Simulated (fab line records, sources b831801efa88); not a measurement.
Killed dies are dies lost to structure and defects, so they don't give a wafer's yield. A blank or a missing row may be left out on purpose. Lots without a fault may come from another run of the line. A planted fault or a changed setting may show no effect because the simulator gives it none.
A struck lot beside a sound one | flow sfq_line | 42 steps out of a route of 325
Sound: wafers L800.1, L800.3, L800.4. Struck: wafer L802.3. (L802.1 of the same lot was not struck and is left out.) The cause comes at the end.
At each step with rows: each side's tool, then ch and its chambers, then its first start. Under that, the readings that differ: sound wafers | struck wafers | difference of the means | sigmas: that difference in standard deviations of wafers without a fault.
alike: readings whose means differ by less than 2 such deviations, and words and numbers that are the same on both sides. not compared: withheld readings, readings that some wafer has no value for, bounds like >300 that may hide the same value, and numbers for which the record gives no deviation and whose values overlap.
The two part at a step that has a row with sigmas, a row that says differs or no value, or rows on one side only. Numbers that don't overlap but have no deviation are shown without sigmas and don't part them. A reading that every wafer of one side lacks parts them only if that side has two wafers or more.

first, 6 steps without rows for these wafers: SFQ_TRILAYER_L0_VIA_LITHO_COAT_018 (resist thk 62 nm); SFQ_TRILAYER_L0_VIA_LITHO_COAT_013 (resist thk 650 nm); SFQ_TRILAYER_L0_VIA_LITHO_SOFTBAKE_017; SFQ_TRILAYER_L0_VIA_LITHO_EXPOSE_014 (exposes mask L0V, target cd 700 nm); SFQ_TRILAYER_L0_VIA_LITHO_PEB_016 (peb time 60 s); SFQ_TRILAYER_L0_VIA_LITHO_DEVELOP_015 (time 60 s).
SFQ_L0V_OVL_MEAS_903:
  sound on overlay-02, day 10 05:44; struck on overlay-01, day 10 15:20
  reading      | sound    | struck | difference | sigmas
  L0V_OVL (nm) | -8 -6 -7 | 7      | +14        | +2
SFQ_TRILAYER_L0_VIA_BARC_OPEN_VIA_ETCH_021: etches BARC in O2, target depth 125 nm, time 41.7 s.
  sound on rie_diel-01 ch 1,3, day 10 05:46; struck on rie_diel-04 ch 3, day 10 15:22
  alike: drypump_motor_current_A, oes_product_au
  not compared: rf_hours_counter_h
then, 4 steps without rows for these wafers: SFQ_TRILAYER_L0_VIA_ETCH_VIA_ETCH_016 (etches SiO2 in CHF3, stops on MoNx KI, target depth 80 nm); SFQ_TRILAYER_L0_VIA_STRIP_STRIP_017 (strips in O2); SFQ_TRILAYER_L0_VIA_STRIP_SOLV_CLEAN_018 (cleans in NMP, time 600 s); SFQ_TRILAYER_M0_DEP_PRE_CLEAN_020 (time 15 s).
SFQ_TRILAYER_M0_DEP_SPUTTER_019: material Nb, target thk 200 nm, time 133.3 s.
  sound on pvd_sputter-06, day 10 06:39; struck on pvd_sputter-03, day 10 16:15
  reading                                             | sound             | struck | difference | sigmas
  model.Nb_of_TRILAYER_M0_DEP_SPUTTER_019.thk_nm (nm) | 198.4 203.3 200.4 | 189.7  | -11.0      |
  alike: throttle_valve_pct
SFQ_M0_RS_MEAS_904: measures by four-point-probe.
  sound on film_metro-03, day 10 06:44; struck on film_metro-02, day 10 16:20
  reading           | sound             | struck | difference | sigmas
  M0_NB_RS (ohm/sq) | 0.899 0.876 0.889 | 0.940  | +0.052     | +4
then, 6 steps without rows for these wafers: SFQ_TRILAYER_M0_LITHO_COAT_026 (resist thk 62 nm); SFQ_TRILAYER_M0_LITHO_COAT_021 (resist thk 600 nm); SFQ_TRILAYER_M0_LITHO_SOFTBAKE_025; SFQ_TRILAYER_M0_LITHO_EXPOSE_022 (exposes mask M0, target cd 500 nm); SFQ_TRILAYER_M0_LITHO_PEB_024 (peb time 60 s); SFQ_TRILAYER_M0_LITHO_DEVELOP_023 (time 60 s).
-- the record jumps here: 4 days lie between the struck wafers' starts before and after --
SFQ_M0_OVL_MEAS_906:
  sound on overlay-02, day 14 06:35; struck on overlay-01, day 14 20:03
  alike: M0_OVL
then, 1 step without rows for these wafers: SFQ_TRILAYER_M0_BARC_OPEN_METAL_ETCH_031 (etches BARC in O2, target depth 125 nm, time 41.7 s).
SFQ_TRILAYER_M0_ETCH_METAL_ETCH_024: etches Nb in Cl2/Ar, stops on SiO2, target depth 240 nm, time 120 s.
  sound on rie_metal-04 ch 0,1, day 14 06:41; struck on rie_metal-01 ch 0, day 14 20:08
  reading                        | sound             | struck | difference | sigmas
  oes_product_au (a.u.)          | 0.881 0.905 0.894 | 0.870  | -0.023     | -3
  model.etch.depth_nm (nm)       | 198.4 203.3 200.4 | 189.7  | -11.0      |
  model.M0.feature_depth_nm (nm) | 198.4 203.3 200.4 | 189.7  | -11.0      |
  alike: drypump_motor_current_A
  not compared: rf_hours_counter_h
SFQ_TRILAYER_M0_STRIP_STRIP_025: strips in O2.
  sound on rie_metal-04 ch 0,1, day 14 06:49; struck on rie_metal-01 ch 0, day 14 20:16
  reading               | sound             | struck | difference | sigmas
  oes_product_au (a.u.) | 1.018 1.009 1.018 | 0.984  | -0.031     | -2
  alike: drypump_motor_current_A
  not compared: rf_hours_counter_h
then, 2 steps without rows for these wafers: SFQ_TRILAYER_M0_STRIP_SOLV_CLEAN_026 (cleans in NMP, time 600 s); SFQ_TRILAYER_I0_DEP_PECVD_027 (deposits SiO2 from SiH4/N2O, time 111.11 s, target thk 500 nm).
SFQ_TRILAYER_I0_CMP_CMP_028: polishes SiO2.
  sound on cmp-01 ch 0,1,2, day 14 07:40; struck on cmp-02 ch 2, day 14 23:19
  alike: edge_zone_pressure_frac, motor_current_A, time_to_endpoint_s
SFQ_I0_BOW_MEAS_907:
  sound on film_metro-03, day 14 10:40; struck on film_metro-04, day 15 01:19
  alike: I0_BOW
SFQ_TRILAYER_I0_METRO_MEASURE_029:
  sound on film_metro-03, day 14 10:47; struck on film_metro-04, day 15 01:26
  alike: thk_nm
then, 6 steps without rows for these wafers: SFQ_TRILAYER_I0_VIA_LITHO_COAT_036 (resist thk 62 nm); SFQ_TRILAYER_I0_VIA_LITHO_COAT_031 (resist thk 650 nm); SFQ_TRILAYER_I0_VIA_LITHO_SOFTBAKE_035; SFQ_TRILAYER_I0_VIA_LITHO_EXPOSE_032 (exposes mask I0, target cd 500 nm); SFQ_TRILAYER_I0_VIA_LITHO_PEB_034 (peb time 60 s); SFQ_TRILAYER_I0_VIA_LITHO_DEVELOP_033 (time 60 s).
-- the record jumps here: 6 days lie between the struck wafers' starts before and after --
SFQ_I0_OVL_MEAS_908:
  sound on overlay-01, day 20 07:20; struck on overlay-01, day 20 21:44
  alike: I0_OVL
SFQ_TRILAYER_I0_VIA_BARC_OPEN_VIA_ETCH_046: etches BARC in O2, target depth 125 nm, time 41.7 s.
  sound on rie_diel-03 ch 0,2,3, day 20 07:22; struck on rie_diel-03 ch 0, day 20 21:46
  alike: drypump_motor_current_A, oes_product_au
  not compared: rf_hours_counter_h
then, 4 steps without rows for these wafers: SFQ_TRILAYER_I0_VIA_ETCH_VIA_ETCH_034 (etches SiO2 in CHF3, stops on Nb, target depth 260 nm); SFQ_TRILAYER_I0_VIA_STRIP_STRIP_035 (strips in O2); SFQ_TRILAYER_I0_VIA_STRIP_SOLV_CLEAN_036 (cleans in NMP, time 600 s); SFQ_TRILAYER_M1_DEP_PRE_CLEAN_038 (time 22.5 s).
-- the record jumps here: 59 days lie between the struck wafers' starts before and after --
SFQ_M8_BOW_MEAS_951:
  sound on film_metro-01, day 79 04:14; struck on film_metro-04, day 79 10:52
  reading               | sound               | struck | difference | sigmas
  model.etest.m0.ohm_um | 1.802 1.755 1.784   | 1.864  | +0.084     |
  model.etest.m0.ohm_sq | 0.8976 0.876 0.8887 | 0.9387 | +0.0513    |
  alike: M8_BOW
  not compared: model.etest.i0.link_ohm

WHERE THEY PART
First at SFQ_L0V_OVL_MEAS_903; last, within this record, at SFQ_TRILAYER_M0_STRIP_STRIP_025. Later steps at which nothing parts them and some readings are alike: SFQ_TRILAYER_I0_CMP_CMP_028, SFQ_I0_BOW_MEAS_907, SFQ_TRILAYER_I0_METRO_MEASURE_029, SFQ_I0_OVL_MEAS_908, SFQ_TRILAYER_I0_VIA_BARC_OPEN_VIA_ETCH_046, SFQ_M8_BOW_MEAS_951.

WHY: what the simulator had put in
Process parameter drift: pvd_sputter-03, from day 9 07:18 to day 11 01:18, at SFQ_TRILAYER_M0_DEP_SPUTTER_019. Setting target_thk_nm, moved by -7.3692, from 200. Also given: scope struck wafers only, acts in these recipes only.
